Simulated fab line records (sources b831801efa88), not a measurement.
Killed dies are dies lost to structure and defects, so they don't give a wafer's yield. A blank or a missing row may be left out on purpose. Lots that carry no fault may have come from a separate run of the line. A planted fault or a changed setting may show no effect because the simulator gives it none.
One fault seen from 2 desks ; flow gf180mcu ; numbers are kept per desk, each desk with only its own; the story behind them comes last

## AT THE METROLOGY DESK
What the gauges read for every lot (on any tool): the sampled wafers with a number, averaged. A lot is out of limits, marked OUT, if its mean lies more than 4 standard deviations from the usual mean; the brackets give that distance.
Columns: A = STI_OXIDATION_01_THK at GF_STI_THK_MEAS_22, usual 14.89 nm; B = DUAL_GATE_OXIDATION_00_THK at GF_DUAL_GATE_THK_MEAS_03, usual 10.81 nm; C = CONTACT_OVL at GF_CONTACT_OVL_MEAS_15, usual 1 nm
lot;first seen here;A;B;C
L648;day 2 03:39;14.97;11.00;2
L650;day 2 13:28;14.93;10.90;3
L651;day 2 20:10;14.74;10.97;3
L652;day 3 00:28;15.02;10.74;1
L653;day 3 05:49;15.07;10.90;-4
L655;day 3 15:55;15.23;10.89;0
L656;day 3 20:51;14.54;10.73;4
L657;day 4 00:52;14.59;10.63;7
L658;day 4 08:19;14.85;10.61;0
L659;day 4 12:22;14.56;10.25;-1
L660;day 4 16:28;14.54;9.88 (-4.9) OUT;6
L661;day 4 22:28;15.04;10.24;6
L662;day 5 02:50;15.53;10.15;-3
This desk's result: L660 out of limits, first on L660 (DUAL_GATE_OXIDATION_00_THK at GF_DUAL_GATE_THK_MEAS_03), day 11 02:17. Within limits: L648, L650, L651, L652, L653, L655, L656, L657, L658, L659, L661, L662.

## TOOL OWNER'S DESK, furnace-01
The tool's own readings at GF_DUAL_GATE_OXIDATION_02 (stabilise 600 s, purge 300 s, target thk 10.887 nm): means of the sampled wafers that have a number, for each lot that ran on this tool. A lot is out of limits, marked OUT, if its mean lies more than 4 standard deviations from the usual mean; the brackets give that distance.
Columns: A = spikeTcLowerC at GF_DUAL_GATE_OXIDATION_02, usual 900.8 C; B = spikeTcUpperC at GF_DUAL_GATE_OXIDATION_02, usual 899.2 C; C = zonePowerTopPct at GF_DUAL_GATE_OXIDATION_02, usual 33.3 %
lot;first seen here;A;B;C
L648;day 7 13:22;900.0;898.4;33.3
L657;day 10 03:28;900.4;898.4;33.1
L658;day 10 10:55;900.6;898.0;33.4
L659;day 10 17:50;900.6;898.7;33.3
L660;day 11 00:49;900.9;897.8;33.1
L661;day 11 09:05;901.1;899.0;32.8
L662;day 11 09:05;901.0;898.9;33.1
Result from this desk: across the 7 lots, nothing is out of limits.

## ALL TOGETHER
L660 would have let the metrology desk raise an alarm at day 11 02:17.
The tool owner's desk saw nothing out of limits.
Tool owner's desk: L660 on record, inside its limits.
The lots listed all ran GF_DUAL_GATE_OXIDATION_02 on furnace-01.

## WHAT HAD BEEN PUT IN BY THE SIMULATOR
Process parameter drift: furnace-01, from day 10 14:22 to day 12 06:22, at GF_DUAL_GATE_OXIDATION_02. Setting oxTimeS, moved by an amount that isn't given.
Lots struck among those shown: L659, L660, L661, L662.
Hours from the fault's start to each desk's first reading out of limits: the metrology desk, 12.
